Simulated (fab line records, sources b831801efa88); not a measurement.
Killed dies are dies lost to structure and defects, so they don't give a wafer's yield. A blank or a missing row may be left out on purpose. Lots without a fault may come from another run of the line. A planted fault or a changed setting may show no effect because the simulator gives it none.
Chamber matching | flow sky130 | SKY_VIA3_CMP_02 on cmp-01: 4 sister chambers
The step polishes SiO2. 4 wafers are shown with their chamber, then 12 later ones without.

WAFERS WITH THEIR CHAMBER
wafer  | chamber | motor_current_A (A)
L084.3 | 0       | 11.6
L084.2 | 1       | 12.0
L084.5 | 3       | 12.5
L084.6 | 2       | 13.5

WAFERS WITHOUT THEIR CHAMBER
wafer  | motor_current_A (A)
L085.3 | 12.2
L085.4 | 12.4
L085.5 | 13.4
L086.2 | 13.8
L086.4 | 13.2
L086.6 | 12.8
L093.3 | 13.3
L093.4 | 12.8
L093.5 | 12.4
L093.1 | 12.3
L093.2 | 12.2
L093.6 | 14.4

WHICH CHAMBER EACH WENT THROUGH
wafer  | from the rows above          | in truth
L085.3 | can't be placed: 1 or 3 or 0 | 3
L085.4 | can't be placed: 3 or 1      | 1
L085.5 | 2                            | 2
L086.2 | 2                            | 2
L086.4 | can't be placed: 2 or 3      | 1
L086.6 | can't be placed: 3 or 2 or 1 | 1
L093.3 | can't be placed: 2 or 3      | 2
L093.4 | can't be placed: 3 or 2 or 1 | 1
L093.5 | can't be placed: 3 or 1      | 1
L093.1 | can't be placed: 3 or 1 or 0 | 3
L093.2 | can't be placed: 1 or 3 or 0 | 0
L093.6 | 2                            | 2
Placed correctly: 3 of 12. Can't be placed from these rows: 9 (the true chamber is among the candidates in 8). Placed wrongly: 0.
How it was worked out, from the rows above alone: a wafer's distance from a chamber is the root of the sum, over the readings, of the square of ((its reading less the chamber's mean) divided by the reading's scatter). The wafer belongs to the nearest chamber; if the next one is less than 2 further off, it can't be placed. A chamber's mean is the mean of its shown wafers. The scatter: with one shown wafer a chamber, the root of the mean of the squares of how far each hidden wafer lies from its nearest shown one.
